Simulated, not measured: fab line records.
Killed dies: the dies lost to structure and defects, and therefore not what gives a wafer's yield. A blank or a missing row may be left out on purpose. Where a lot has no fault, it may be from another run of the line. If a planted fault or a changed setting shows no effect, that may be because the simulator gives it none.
Check of tool commonality	flow gf180mcu	Sampled: 14 lots, 42 wafers

WHY IT WAS OPENED
Of 14 lots, 2 have the reading HV_LDD_3_TW flagged at GF_HV_LDD_TW_MEAS_38. Fault-free wafers read 1427, with a standard deviation of 5.6.
Rule: a lot gets a flag if all its wafers with a number sit over 4 standard deviations from that mean, or if no wafer of it has a number. As for the other lots, they are considered sound.

lot	measured	on	HV_LDD_3_TW, wafer by wafer	flag
L916	day 11 14:05	filmMetro-03	1431 1422 1427	
L917	day 11 19:53	filmMetro-01	1416 1420 1418	
L918	day 12 02:10	filmMetro-03	1426 1421 1428	
L919	day 12 14:16	filmMetro-03	1425 1419 1425	
L922	day 13 09:20	filmMetro-04	1428 1430 1432	
L924	day 14 11:53	filmMetro-04	1298 1304 1295	FLAGGED
L925	day 14 12:08	filmMetro-04	1300 1302 1300	FLAGGED
L926	day 14 23:13	filmMetro-03	1416 1428 1425	
L928	day 15 12:57	filmMetro-01	1431 1437 1436	
L933	day 17 02:25	filmMetro-01	1427 1436 1437	
L935	day 17 18:25	filmMetro-01	1431 1429 1433	
L936	day 18 01:37	filmMetro-03	1433 1430 1430	
L937	day 18 05:37	filmMetro-04	1427 1429 1427	
L938	day 18 16:59	filmMetro-01	1430 1422 1420	
On average the flagged lots' numbers are 1300, which is -127 against the usual, or -23 standard deviations.

WHICH TOOL RAN EACH LOT
The record holds 1 process step before the reading, out of a route of 602 steps. Every cell lists first the tool, next ch and the chambers used by the sampled wafers, and last the start.
lot	flag	GF_HV_LDD_IMPLANT_36
L916		implanter-03 ch 0, day 11 13:50
L917		implanter-03 ch 0, day 11 19:38
L918		implanter-03 ch 0, day 12 01:55
L919		implanter-03 ch 0, day 12 14:02
L922		implanter-04 ch 0, day 13 09:05
L924	FLAGGED	implanter-02, day 14 11:40
L925	FLAGGED	implanter-04, day 14 11:54
L926		implanter-02 ch 0, day 14 22:58
L928		implanter-04 ch 0, day 15 12:42
L933		implanter-02 ch 0, day 17 02:11
L935		implanter-02 ch 0, day 17 18:10
L936		implanter-02 ch 0, day 18 01:22
L937		implanter-02 ch 0, day 18 05:22
L938		implanter-04 ch 0, day 18 16:47
What the steps here do:
- GF_HV_LDD_IMPLANT_36
- GF_HV_LDD_TW_MEAS_38

FLAGGED AGAINST TOTAL, ONE TOOL AT A TIME (gauges that did the reading follow at the end)
step	tool	lots run	flagged	share of the flagged lots	sound lots run after its first flagged lot
GF_HV_LDD_IMPLANT_36	implanter-02	6	1	some	5 (L926,L933,L935,L936,L937)
GF_HV_LDD_IMPLANT_36	implanter-03	4	0	none	-
GF_HV_LDD_IMPLANT_36	implanter-04	4	1	some	2 (L928,L938)
GF_HV_LDD_TW_MEAS_38	filmMetro-01	5	0	none	-
GF_HV_LDD_TW_MEAS_38	filmMetro-03	5	0	none	-
GF_HV_LDD_TW_MEAS_38	filmMetro-04	4	2	all	1 (L937)

WHAT THE TABLE PERMITS
In the table, 1 row covers all flagged lots: filmMetro-04 at GF_HV_LDD_TW_MEAS_38.
- filmMetro-04 at GF_HV_LDD_TW_MEAS_38: 2 of its 4 lots flagged. After the first flagged lot (L937), sound lots still ran on it; a lasting fault on the whole tool would not permit that.
Not one row of the table ran every flagged lot while running no sound lot after the first.

WHAT THE SIMULATOR HAD PUT IN
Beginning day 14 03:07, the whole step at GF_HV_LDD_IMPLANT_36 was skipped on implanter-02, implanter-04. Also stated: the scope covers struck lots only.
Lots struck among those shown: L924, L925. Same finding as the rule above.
